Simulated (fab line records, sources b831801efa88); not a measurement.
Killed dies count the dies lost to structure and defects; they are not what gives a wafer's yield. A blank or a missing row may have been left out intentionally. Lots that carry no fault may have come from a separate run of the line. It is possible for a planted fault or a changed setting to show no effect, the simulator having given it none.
Matching of chambers -- flow sky130 -- SKY_PASSIVATION_CVD_02 on pecvd-02 has 3 sister chambers
The step deposits Si3N4, target thk 540 nm. 14 wafers are shown with their chamber, then 7 later ones without.

WAFERS, EACH WITH ITS CHAMBER
wafer,chamber,heater_power_w (W)
L802.1,1,915
L802.3,2,708
L802.6,0,460
L803.4,2,640
L803.5,2,669
L803.6,0,583
L804.2,2,565
L804.3,0,590
L804.4,2,612
L806.3,0,531
L806.4,2,703
L806.5,0,558
L809.3,1,851
L809.4,0,506

SIGNATURES, as means of the wafers listed above
reading,chamber 0,chamber 1,chamber 2,scatter within a chamber
heater_power_w,538.00,883.00,649.50,51.9
Rule: for each reading, subtract the chamber's mean from the wafer's reading, divide by that reading's scatter and square the result; add these up over the readings and take the root, which gives the wafer's distance from the chamber. The wafer belongs to the nearest chamber; if the next one is less than 2 further off, it can't be placed. How the scatter is found: for the shown wafers, subtract from each reading the mean of its chamber, square and add these, divide the total by (wafers less chambers), then take the root.

WAFERS WITH NO CHAMBER GIVEN
wafer,heater_power_w (W)
L809.5,873
L813.1,491
L813.2,760
L813.4,553
L820.4,675
L820.5,480
L820.6,942

THE CHAMBER EACH PASSED THROUGH
wafer,from the rows above,in truth
L809.5,1,1
L813.1,0,0
L813.2,can't be placed: 2 or 1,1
L813.4,can't be placed: 0 or 2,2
L820.4,2,2
L820.5,0,0
L820.6,1,1
Placed correctly: 5 of 7. Not placeable from these rows: 2 (in 2, the candidates include the true chamber). Wrongly placed: 0.
